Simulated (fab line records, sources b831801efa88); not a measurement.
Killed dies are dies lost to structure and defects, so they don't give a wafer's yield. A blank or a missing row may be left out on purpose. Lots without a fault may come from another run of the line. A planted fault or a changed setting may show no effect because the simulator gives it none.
Chamber matching | flow gf180mcu | GF_V3_STRIP_19 on wet_bench-03: 3 sister chambers
The step strips in post etch residue remover, time 1200 s. 14 wafers are shown with their chamber, then 7 later ones without.

WAFERS WITH THEIR CHAMBER
wafer  | chamber | bath_heat_duty_pct (%) | bath_guard_temp_C (C)
L897.1 | 1       | 16.0                   | 72.8
L897.3 | 1       | 16.5                   | 72.2
L897.6 | 1       | 15.7                   | 72.6
L899.1 | 0       | 13.1                   | 72.0
L899.2 | 0       | 12.7                   | 72.1
L899.3 | 0       | 13.2                   | 72.2
L908.2 | 3       | 14.5                   | 72.1
L908.3 | 3       | 14.7                   | 71.8
L908.5 | 3       | 14.5                   | 72.3
L912.2 | 1       | 15.5                   | 72.5
L912.3 | 1       | 15.1                   | 72.7
L912.4 | 1       | 16.8                   | 72.2
L917.1 | 1       | 15.6                   | 72.2
L917.4 | 1       | 16.2                   | 72.6

SIGNATURES (means of the wafers above)
reading            | chamber 0 | chamber 1 | chamber 3 | scatter within a chamber
bath_heat_duty_pct | 13.000    | 15.925    | 14.567    | 0.463
bath_guard_temp_C  | 72.100    | 72.475    | 72.067    | 0.226
Rule: a wafer's distance from a chamber is the root of the sum, over the readings, of the square of ((its reading less the chamber's mean) divided by the reading's scatter). The wafer belongs to the nearest chamber; if the next one is less than 2 further off, it can't be placed. The scatter: the root of (the sum of the squares of (reading less its chamber's mean) over the shown wafers, divided by (wafers less chambers)).

WAFERS WITHOUT THEIR CHAMBER
wafer  | bath_heat_duty_pct (%) | bath_guard_temp_C (C)
L917.5 | 16.8                   | 72.6
L918.4 | 14.5                   | 72.3
L918.5 | 16.1                   | 72.6
L918.6 | 16.7                   | 72.6
L920.1 | 16.4                   | 72.4
L920.5 | 16.4                   | 72.5
L920.6 | 15.3                   | 72.4

WHICH CHAMBER EACH WENT THROUGH
wafer  | from the rows above     | in truth
L917.5 | 1                       | 1
L918.4 | 3                       | 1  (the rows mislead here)
L918.5 | 1                       | 1
L918.6 | 1                       | 1
L920.1 | 1                       | 1
L920.5 | 1                       | 1
L920.6 | can't be placed: 1 or 3 | 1
Placed correctly: 5 of 7. Can't be placed from these rows: 1 (the true chamber is among the candidates in 1). Placed wrongly: 1.
